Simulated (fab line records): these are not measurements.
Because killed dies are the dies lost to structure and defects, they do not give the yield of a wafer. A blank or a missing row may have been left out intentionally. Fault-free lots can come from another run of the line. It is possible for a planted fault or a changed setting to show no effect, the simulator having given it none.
A struck lot beside a sound one | flow sky130 | 17 steps out of a route of 708
Sound: these wafers, L640.2, L640.3, L640.5. Wafers struck: L637.1, L637.3, L637.6. Last of all comes the cause.
For every step that has rows: the tool of each side, followed by ch and its chambers, followed by its first start. Under that, the readings that differ: sound wafers | struck wafers | difference of the means | sigmas: that difference in standard deviations of wafers without a fault.
alike: readings whose means differ by less than 2 such deviations, and words and numbers that are the same on both sides. not compared: withheld readings, readings that some wafer has no value for, bounds like >300 that may hide the same value, and numbers for which the record gives no deviation and whose values overlap.
Wherever a step has rows on one side only, a row that says differs or no value, or a row with sigmas, the two part there. Numbers that don't overlap but have no deviation are shown without sigmas and don't part them. A reading that every wafer of one side lacks parts them only if that side has two wafers or more.

first, 1 step without rows for these wafers: SKY_LDD_N_IMPLANT_15.
SKY_LDD_N_STRIP_16: strips in O2/N2.
  sound on plasma asher-04 ch 1, day 23 10:57; struck on plasma asher-04 ch 0,1, day 22 07:48
  alike: drypump motor current A, o2 flow sccm, oes product au, strip time to endpoint s
  not compared: rf hours counter h
SKY_LDD_N_TW_MEAS_17:
  struck on film metro-02, day 22 07:54; sound on film metro-03, day 23 11:04
  alike: LDD_N_TW
then, 7 steps without rows for these wafers: SKY_LDD_P_DEHYDRATE_00 (time 60 s); SKY_LDD_P_HMDS_01 (prime time 60 s); SKY_LDD_P_COAT_02 (resist thk 1140 nm); SKY_LDD_P_SOFTBAKE_03 (time 60 s); SKY_LDD_P_EXPOSE_04 (exposes mask PSDM, target cd 380 nm); SKY_LDD_P_PEB_05; SKY_LDD_P_DEVELOP_06 (develop time 60 s).
SKY_LDD_P_CD_MEAS_07 targets a cd of 380 nm.
  struck on cd sem-01, day 23 14:08; sound on cd sem-01, day 24 16:32
  alike: cd nm
SKY_LDD_P_OVL_MEAS_08:
  struck on overlay-02, day 23 14:16; sound on overlay-02, day 24 16:38
  alike: LDD_P_OVL
SKY_LDD_P_IMPLANT_09:
  sound on implanter-01 ch 0, day 24 16:41; struck on implanter-04 ch 0, day 23 14:40
SKY_LDD_P_STRIP_10: strips in O2/N2.
  sound on plasma asher-04 ch 0,1, day 24 16:49; struck on plasma asher-04 ch 0,1, day 23 14:49
  alike: drypump motor current A, o2 flow sccm, oes product au, strip time to endpoint s
  not compared: rf hours counter h
SKY_LDD_P_TW_MEAS_11:
  struck on film metro-02, day 23 15:13; sound on film metro-03, day 24 16:56
  reading  | sound       | struck      | difference | sigmas
  LDD_P_TW | 632 632 631 | 793 791 793 | +161       | +24
then, 1 step without rows for these wafers: SKY_LDD_HVN_DEHYDRATE_00 (time 60 s).
-- the record jumps here: 25 days lie between the struck wafers' starts before and after (it left off in module LDD_HVN and takes up again in module PAD_OPEN, whose first step shown is number 708 of the route) --
SKY_PAD_OPEN_PROBE_99:
  struck on prober-01, day 48 20:44; sound on prober-02, day 49 12:13
  reading                                 | sound             | struck            | difference | sigmas
  killed dies                             | 104 88 100        | 69 77 81          | -22        | -2
  killed open                             | 67 43 64          | 37 37 36          | -21        | -3
  model.etest.tip p.rs ohm sq             | 7001 6999 7088    | 3919 3889 3894    | -3129      |
  model.etest.pfet_01v8.r on ohm um       | 2984 2930 2925    | 2587 2626 2683    | -314       |
  model.etest.tip p.rs ohm sq range       | 216 149.4 189.3   | 117.3 85.46 129.3 | -74.2      |
  model.etest.pfet_01v8.drive ua um       | 184.2 188.5 190.5 | 226.4 220.6 215.5 | +33.1      |
  model.etest.pfet_01v8_hvt.drive ua um   | 138.4 143.3 143.5 | 174.2 167.9 165.2 | +27.4      |
  model.etest.sram pfet latch.drive ua um | 134.5 138.6 145   | 168.1 169.3 166.7 | +28.7      |
  model.etest.pfet_01v8_mvt.drive ua um   | 146.4 148.6 149.2 | 167.3 164.6 161.6 | +16.4      |
  model.etest.pfet_01v8_lvt.drive ua um   | 169.9 173.8 172.7 | 185.8 184.4 181.9 | +11.9      |
  alike: killed_at_M0_to_M3, killed_at_M4_up, killed at contacts, killed at front end, killed at other, killed short

WHERE THEY PART
At SKY_LDD_P_TW_MEAS_11 first; at SKY_PAD_OPEN_PROBE_99 last (within this record only).

WHY: whatever the simulator had introduced
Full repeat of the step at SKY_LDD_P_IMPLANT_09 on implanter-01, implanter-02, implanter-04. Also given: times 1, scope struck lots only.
